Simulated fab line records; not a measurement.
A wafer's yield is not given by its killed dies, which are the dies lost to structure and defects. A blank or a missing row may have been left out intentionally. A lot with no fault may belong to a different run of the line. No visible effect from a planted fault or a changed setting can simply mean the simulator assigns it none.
Problem report, 8D (eight disciplines) form, completed by code ; flow sky130 ; the parts of the form that need people (team, actions taken, sign-off) are left out

## 1. WHAT WENT WRONG
Wafers free of any fault read 222.0 (standard deviation 2.1) for GATE_OXIDE_TW at SKY_GATE_OXIDE_TW_MEAS_14, against a mean of 241.2 on 6 wafers of 2 lots. That puts it +9.1 standard deviations away from the usual mean.
Earliest sighting: wafer L821.3 on filmMetro-04 at day 17 11:36. At this step, 18 wafers from 6 lots have a number in the record. By rule, "out" or "out of limits" means more than 4 standard deviations away from the usual mean. The other wafers with a number count as sound.

## 2. WHAT IT IS, WHAT IT ISN'T
question;is;is not
which readings at this step;GATE_OXIDE_TW;-
which lots;L821, L822;L813, L815, L828, L831
which wafers of those lots;all that have a number;-
read on which gauges;filmMetro-03, filmMetro-04;filmMetro-01
when;from day 17 11:36;"up to then (6 sound wafers); but 6 sound wafers of L828, L831 came after"

## 3. WHAT RULES OUT EACH SUSPECT
Counting: a tool at any process step up to the reading remains a suspect when it ran all the lots that are out and ran no sound lot after the first of those.
- the gauge at SKY_GATE_OXIDE_TW_MEAS_14 has been ruled out. Those wafers that are out were read across 2 gauges (filmMetro-03, filmMetro-04).
- implanter-03 at SKY_GATE_OXIDE_IMPLANT_11: kept. All lots that are out passed through it, beginning with L821 at day 17 11:16, and no sound lot followed; its final sound lot before that point was L815 at day 15 14:38. Out on those wafers are its own readings of doseIonsCm2, faradayCurrentUA.
- plasmaAsher-04 at SKY_GATE_OXIDE_STRIP_13 (strips in O2/N2): kept. It ran every lot that is out, first L821 (day 17 11:31), and no sound lot after that.
What counting leaves: implanter-03 at SKY_GATE_OXIDE_IMPLANT_11 and plasmaAsher-04 at SKY_GATE_OXIDE_STRIP_13.

## 4. THE CAUSE (what the simulator had put in)
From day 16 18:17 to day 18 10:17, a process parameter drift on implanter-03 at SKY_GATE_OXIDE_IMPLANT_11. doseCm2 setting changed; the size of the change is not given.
Of the 2 suspects that counting leaves, this tool is one.

## 5. SEQUENCE OF EFFECTS, ordered by route
Each row: a reading where the mean over the struck wafers with a number is more than 3 standard deviations away from the usual. Only readings whose record carries a usual standard deviation are examined. hours: median over the lots of the time between each lot's start at the first step of this table that gives one and its start at this step. sigmas: the change, counted in usual standard deviations.
hours;step;reading;usual;on struck wafers;change;sigmas
0;SKY_GATE_OXIDE_IMPLANT_11;doseIonsCm2;2.6007e+12;3.4763e+12;+8.7557e+11;+99 or more
0;SKY_GATE_OXIDE_IMPLANT_11;faradayCurrentUA;14.65;19.48;+4.83;+18
0;SKY_GATE_OXIDE_TW_MEAS_14;GATE_OXIDE_TW;222.0;241.2;+19.2;+9.1
Process steps it contains:
- SKY_GATE_OXIDE_IMPLANT_11
Later measuring or inspecting steps at which every struck wafer that the step has a row for has a number for every such reading, and none has moved that far: SKY_POLY_GATE_THK_MEAS_01, SKY_RES_PROTECT_TW_MEAS_08, SKY_POLY_GATE_THK_MEAS_04, SKY_POLY_GATE_CD_MEAS_13.

## 6. WHAT WOULD HAVE CAUGHT IT SOONER
17 hours passed between the start of the fault at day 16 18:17 and the first reading out of limits at a measuring or inspecting step in this record, taken at day 17 11:36.
At SKY_GATE_OXIDE_IMPLANT_11, the tool's own readings (doseIonsCm2, faradayCurrentUA) were out on each struck wafer the step has a row for, so an alarm limit on them would have fired on the first such wafer.
Among the 2 lots that are out, L822 began SKY_GATE_OXIDE_IMPLANT_11 on implanter-03 after day 17 11:36. A tool hold placed at that time would have kept it from harm.
